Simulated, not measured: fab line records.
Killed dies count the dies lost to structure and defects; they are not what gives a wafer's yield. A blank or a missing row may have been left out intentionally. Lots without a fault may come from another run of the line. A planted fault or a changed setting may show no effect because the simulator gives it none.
Comparing a struck lot with a sound one || flow sky130 || 15 out of 708 route steps
Sound: these wafers, L317.2, L317.3, L317.6. Wafers L330.1, L330.4, L330.5 were the ones struck. The cause is given at the end.
Each step with rows lists, per side, the tool, then ch with its chambers, then its first start. Under that, the readings that differ: sound wafers || struck wafers || difference of the means || sigmas: that difference in standard deviations of wafers without a fault.
alike: same words and numbers on both sides, and readings whose means sit less than 2 such deviations apart. not compared: any withheld reading, any reading some wafer has no value for, any bound like >300 that may hide the same value, and any number with overlapping values for which the record gives no deviation.
The two part at a step that has a row with sigmas, a row that says differs or no value, or rows on one side only. Numbers that have no deviation but don't overlap get no sigmas and don't part them. A reading that every wafer of one side lacks parts them only if that side has two wafers or more.

SKY_VIA1_STRIP_16: strips in O2/N2.
  sound on plasma_asher-03 ch 0,1, day 36 08:16; struck on plasma_asher-03 ch 0,1, day 39 22:25
  alike: drypump_motor_current_A, oes_product_au, strip_time_to_endpoint_s
  not compared: rf_hours_counter_h
then, 4 steps without rows for these wafers: SKY_VIA1_STRIP_17 (strips in post etch residue remover, time 1200 s); SKY_VIA1_CLEAN_18 (cleans in IPA, time 180 s); SKY_VIA1_CLEAN_19 (cleans in O3/DIW); SKY_VIA1_SPUTTER_20 (material TiN, target thk 20 nm, time 80 s).
SKY_VIA1_CVD_21: deposits W, target thk 270 nm, time 80.902 s.
  sound on cvd_w-01 ch 0,1, day 36 08:55; struck on cvd_w-02 ch 0,1, day 39 23:08
  alike: heater_power_w
SKY_VIA1_RS_MEAS_22: uses a four-point probe to measure.
  struck on film_metro-02, day 39 23:14; sound on film_metro-04, day 36 09:01
  alike: VIA1_W_RS
SKY_VIA1_THK_MEAS_23: measures by xrf.
  struck on film_metro-02, day 39 23:22; sound on film_metro-04, day 36 09:08
{"reading": "VIA1_W_THK (nm)", "sound": "267 268 263", "struck": "276 275 276", "difference": "+10", "sigmas": "+3"}
SKY_VIA1_CMP_24: polishes, stops on SiO2, t overpolish 15 s, target thk 0 nm.
  sound on cmp-01 ch 0,1, day 36 09:11; struck on cmp-01 ch 0,3, day 39 23:25
{"reading": "time_to_endpoint_s (s)", "sound": "57.5 61.6 60.1", "struck": "68.8 67.9 66.1", "difference": "+7.9", "sigmas": "+3"}
  alike: motor_current_A, overpolish_run_s
then, 2 steps without rows for these wafers: SKY_METAL2_SPUTTER_00 (material Ti, target thk 15 nm, time 10 s); SKY_METAL2_SPUTTER_01 (material TiN, target thk 20 nm, time 16.7 s).
SKY_METAL2_SPUTTER_02: material AlCu, target thk 250 nm, time 13.3 s.
  struck on pvd_sputter-04, day 39 23:46; sound on pvd_sputter-03, day 36 09:32
  alike: cathode_dc_power_W, throttle_valve_pct
SKY_METAL2_SPUTTER_03: material Ti, target thk 5 nm, time 3.3 s.
  struck on pvd_sputter-04, day 39 23:47; sound on pvd_sputter-03, day 36 09:34
{"reading": "cathode_dc_power_W (W)", "sound": "2999.5 2999.0 3000.1", "struck": "3249.5 3248.8 3248.7", "difference": "+249.5", "sigmas": "+99 or more"}
{"reading": "model.Ti_of_METAL2_SPUTTER_03.thk_nm (nm)", "sound": "5.242 5.16 5.227", "struck": "5.382 5.317 5.376", "difference": "+0.149", "sigmas": ""}
  alike: throttle_valve_pct
SKY_METAL2_SPUTTER_04: material TiN, target thk 70 nm, time 58.3 s.
  struck on pvd_sputter-04, day 39 23:49; sound on pvd_sputter-03, day 36 09:34
  alike: cathode_dc_power_W, throttle_valve_pct
-- the record jumps here: 10 days lie between the struck wafers' starts before and after (it left off in module METAL2 and takes up again in module PAD_OPEN, whose first step shown is number 708 of the route) --
SKY_PAD_OPEN_PROBE_99:
  the record has rows for the struck wafers here (prober-02, day 50 07:03) and none for the sound ones

## WHERE THEY PART
Earliest at SKY_VIA1_THK_MEAS_23; latest, in this record, at SKY_PAD_OPEN_PROBE_99.

WHY: what the simulator had put in
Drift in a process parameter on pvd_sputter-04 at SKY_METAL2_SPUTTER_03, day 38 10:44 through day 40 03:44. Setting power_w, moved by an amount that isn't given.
